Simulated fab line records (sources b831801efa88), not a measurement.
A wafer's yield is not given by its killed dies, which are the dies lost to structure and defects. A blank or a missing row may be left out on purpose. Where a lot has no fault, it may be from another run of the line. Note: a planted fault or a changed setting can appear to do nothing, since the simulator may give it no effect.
Which of the tools did it? / flow sky130 / Sampling: 12 lots, 36 wafers, 3 of 708 route steps

== WHAT THE GAUGES SHOWED, per wafer ==
SKY_CAP2M_OVL_MEAS_12. Usual: CAP2M_OVL gives 0.1 nm (standard deviation 1.5).
lot=L446; measured=day 40 20:38; on=overlay-02; CAP2M_OVL (nm)=-2.3 -2.2 -3.2; flag=
lot=L445; measured=day 41 00:40; on=overlay-02; CAP2M_OVL (nm)=-2.0 -2.5 -0.8; flag=
lot=L447; measured=day 41 09:52; on=overlay-02; CAP2M_OVL (nm)=0.6 1.0 0.6; flag=
lot=L448; measured=day 41 16:45; on=overlay-01; CAP2M_OVL (nm)=0.3 1.9 1.2; flag=
lot=L452; measured=day 42 20:56; on=overlay-02; CAP2M_OVL (nm)=-0.6 0.3 1.0; flag=
lot=L451; measured=day 42 21:49; on=overlay-02; CAP2M_OVL (nm)=-0.7 -0.8 -3.1; flag=
lot=L453; measured=day 43 02:04; on=overlay-01; CAP2M_OVL (nm)=0.6 0.6 2.1; flag=
lot=L454; measured=day 43 09:47; on=overlay-01; CAP2M_OVL (nm)=0.9 1.5 -0.6; flag=
lot=L459; measured=day 44 21:44; on=overlay-02; CAP2M_OVL (nm)=1.7 -0.5 0.7; flag=
lot=L460; measured=day 44 23:46; on=overlay-01; CAP2M_OVL (nm)=-1.4 -0.1 0.4; flag=
lot=L461; measured=day 45 05:26; on=overlay-01; CAP2M_OVL (nm)=-2.0 0.1 -1.2; flag=
lot=L467; measured=day 46 18:25; on=overlay-02; CAP2M_OVL (nm)=0.1 -0.7 1.0; flag=

SKY_PASSIVATION_THK_MEAS_01. Usual: PASSIVATION_CVD_00_THK gives 89.9 nm (standard deviation 1.1).
lot=L446; measured=day 43 23:19; on=film_metro-02; PASSIVATION_CVD_00_THK (nm)=88.2 90.1 89.9; flag=
lot=L445; measured=day 44 04:06; on=film_metro-02; PASSIVATION_CVD_00_THK (nm)=90.4 91.0 90.5; flag=
lot=L447; measured=day 44 17:58; on=film_metro-02; PASSIVATION_CVD_00_THK (nm)=87.3 87.8 90.4; flag=
lot=L448; measured=day 44 18:53; on=film_metro-01; PASSIVATION_CVD_00_THK (nm)=88.8 90.9 91.1; flag=
lot=L452; measured=day 45 20:14; on=film_metro-01; PASSIVATION_CVD_00_THK (nm)=89.6 91.7 90.6; flag=
lot=L451; measured=day 45 21:44; on=film_metro-01; PASSIVATION_CVD_00_THK (nm)=90.1 91.4 92.2; flag=
lot=L453; measured=day 46 00:49; on=film_metro-01; PASSIVATION_CVD_00_THK (nm)=89.0 89.2 89.3; flag=
lot=L454; measured=day 46 05:49; on=film_metro-02; PASSIVATION_CVD_00_THK (nm)=89.9 90.2 90.4; flag=
lot=L459; measured=day 47 17:35; on=film_metro-02; PASSIVATION_CVD_00_THK (nm)=89.8 90.1 91.4; flag=
lot=L460; measured=day 47 18:55; on=film_metro-01; PASSIVATION_CVD_00_THK (nm)=88.5 90.3 91.2; flag=
lot=L461; measured=day 47 22:03; on=film_metro-01; PASSIVATION_CVD_00_THK (nm)=88.2 90.7 90.4; flag=
lot=L467; measured=day 49 10:30; on=film_metro-02; PASSIVATION_CVD_00_THK (nm)=88.2 88.3 88.6; flag=

== TOOL THAT RAN EACH LOT (tool first, then ch and the chambers of the sampled wafers, then the start) ==
lot=L446; SKY_VIA3_CMP_24=cmp-02 ch 1,3, day 39 20:35
lot=L445; SKY_VIA3_CMP_24=cmp-01 ch 0,3, day 39 23:32
lot=L447; SKY_VIA3_CMP_24=cmp-02 ch 1,2,3, day 40 09:09
lot=L448; SKY_VIA3_CMP_24=cmp-02 ch 1,3, day 40 15:46
lot=L452; SKY_VIA3_CMP_24=cmp-02 ch 0,2,3, day 41 20:52
lot=L451; SKY_VIA3_CMP_24=cmp-01 ch 0,1, day 41 22:23
lot=L453; SKY_VIA3_CMP_24=cmp-01 ch 1,2, day 42 02:37
lot=L454; SKY_VIA3_CMP_24=cmp-02 ch 0,1,2, day 42 10:41
lot=L459; SKY_VIA3_CMP_24=cmp-02 ch 1,2,3, day 43 23:26
lot=L460; SKY_VIA3_CMP_24=cmp-02 ch 0,1,2, day 44 03:04
lot=L461; SKY_VIA3_CMP_24=cmp-01 ch 0,3, day 44 08:10
lot=L467; SKY_VIA3_CMP_24=cmp-01 ch 0,2,3, day 45 21:07
- SKY_VIA3_CMP_24: polishes, stops on SiO2, t overpolish 20 s, target thk 0 nm.

== AS READ BY THE TOOLS THEMSELVES (means over the sampled wafers that have a number; for cases with no such wafer, the mark the record gives instead) ==
SKY_VIA3_CMP_24. Usual: motor_current_A 10.9 A, standard deviation 0.76; overpolish_run_s 20.001 s, standard deviation 0.009; time_to_endpoint_s 93.3 s, standard deviation 2.8.
lot=L446; tool=cmp-02; motor_current_A (A)=12.2; overpolish_run_s (s)=20.003; time_to_endpoint_s (s)=94.8; flag=
lot=L445; tool=cmp-01; motor_current_A (A)=11.2; overpolish_run_s (s)=19.997; time_to_endpoint_s (s)=90.3; flag=
lot=L447; tool=cmp-02; motor_current_A (A)=11.4; overpolish_run_s (s)=20.000; time_to_endpoint_s (s)=96.6; flag=
lot=L448; tool=cmp-02; motor_current_A (A)=11.6; overpolish_run_s (s)=20.008; time_to_endpoint_s (s)=94.7; flag=
lot=L452; tool=cmp-02; motor_current_A (A)=10.9; overpolish_run_s (s)=20.000; time_to_endpoint_s (s)=94.8; flag=
lot=L451; tool=cmp-01; motor_current_A (A)=10.4; overpolish_run_s (s)=20.012; time_to_endpoint_s (s)=95.1; flag=
lot=L453; tool=cmp-01; motor_current_A (A)=10.1; overpolish_run_s (s)=19.996; time_to_endpoint_s (s)=94.3; flag=
lot=L454; tool=cmp-02; motor_current_A (A)=11.4; overpolish_run_s (s)=20.004; time_to_endpoint_s (s)=94.1; flag=
lot=L459; tool=cmp-02; motor_current_A (A)=11.6; overpolish_run_s (s)=20.002; time_to_endpoint_s (s)=92.9; flag=
lot=L460; tool=cmp-02; motor_current_A (A)=11.1; overpolish_run_s (s)=19.997; time_to_endpoint_s (s)=90.2; flag=
lot=L461; tool=cmp-01; motor_current_A (A)=11.1; overpolish_run_s (s)=19.998; time_to_endpoint_s (s)=95.5; flag=
lot=L467; tool=cmp-01; motor_current_A (A)=10.8; overpolish_run_s (s)=19.994; time_to_endpoint_s (s)=94.2; flag=

== THE ANSWER, worked out from the rows above alone ==
Rule: a lot counts as off when the mean over its wafers that have a number is more than 3 standard deviations away from the usual mean. A lot without any number at a reading at which 4 lots or more have one is off too. All remaining lots with rows at the step are treated as sound. Order of review: gauges by route order, followed by the tools' own readings, for which a lot's mean as printed above is used. The first step at which some lot is off is used, and at that step the reading that is off furthest; a lot without a number counts as furthest.
None of the lots is off at any reading shown; this tells nothing.

== WHAT THE SIMULATOR PUT IN ==
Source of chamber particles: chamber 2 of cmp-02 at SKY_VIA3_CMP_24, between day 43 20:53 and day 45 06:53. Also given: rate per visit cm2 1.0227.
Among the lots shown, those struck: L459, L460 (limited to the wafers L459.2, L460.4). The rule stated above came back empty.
